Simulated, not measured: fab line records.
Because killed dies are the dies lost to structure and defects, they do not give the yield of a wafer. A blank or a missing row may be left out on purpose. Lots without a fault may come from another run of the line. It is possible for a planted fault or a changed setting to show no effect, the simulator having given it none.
Which tool did it? / flow gf180mcu / 13 lots, 37 wafers sampled, at 1 step of a route of 602

== WHAT THE GAUGES READ, wafer by wafer ==
GF_V4_OVL_MEAS_15. Usual: V4_OVL gives -1 nm (standard deviation 6.9).
lot=L937; measured=day 24 10:22; on=overlay-02; V4_OVL (nm)=8 1 6; flag=
lot=L938; measured=day 24 23:56; on=overlay-01; V4_OVL (nm)=3 7 -3; flag=
lot=L939; measured=day 25 05:11; on=overlay-01; V4_OVL (nm)=3 1 -3; flag=
lot=L941; measured=day 26 00:13; on=overlay-02; V4_OVL (nm)=-9 -9 -6; flag=
lot=L943; measured=day 26 17:05; on=overlay-01; V4_OVL (nm)=2 -7 5; flag=
lot=L944; measured=day 26 22:32; on=overlay-01; V4_OVL (nm)=-5 -10 -2; flag=
lot=L945; measured=day 27 02:37; on=overlay-02; V4_OVL (nm)=1 -10 0; flag=
lot=L946; measured=day 27 12:04; on=overlay-01; V4_OVL (nm)=-20 -10 -16; flag=
lot=L948; measured=day 28 02:40; on=overlay-02; V4_OVL (nm)=0 -3 3; flag=
lot=L949; measured=day 28 07:22; on=overlay-01; V4_OVL (nm)=-13 -7 -13; flag=
lot=L950; measured=day 28 21:08; on=overlay-02; V4_OVL (nm)=4 2 -1; flag=
lot=L953; measured=day 29 15:37; on=overlay-01; V4_OVL (nm)=-2 2; flag=
lot=L955; measured=day 30 05:17; on=overlay-02; V4_OVL (nm)=4 4; flag=

== TOOL THAT RAN EACH LOT (tool first, then ch and the chambers of the sampled wafers, then the start) ==
The record shows no process step preceding these readings.

== AS READ BY THE TOOLS THEMSELVES (means over the sampled wafers that have a number; for cases with no such wafer, the mark the record gives instead) ==
The record holds no such reading with a usual standard deviation.

== THE ANSWER, worked out from the rows above alone ==
Rule: lot off if the mean of its wafers having a number is beyond 3 standard deviations from the usual mean. Also off: a lot with no number at a reading for which 4 or more lots have one. All remaining lots with rows at the step are treated as sound. Order of review: gauges by route order, followed by the tools' own readings, for which a lot's mean as printed above is used. At the first step where some lot is off, the reading lying furthest off is the one used; lots without a number count as furthest.
Across all readings shown, no lot is off: no conclusion can be drawn from this.

== WHAT THE SIMULATOR HAD PUT IN ==
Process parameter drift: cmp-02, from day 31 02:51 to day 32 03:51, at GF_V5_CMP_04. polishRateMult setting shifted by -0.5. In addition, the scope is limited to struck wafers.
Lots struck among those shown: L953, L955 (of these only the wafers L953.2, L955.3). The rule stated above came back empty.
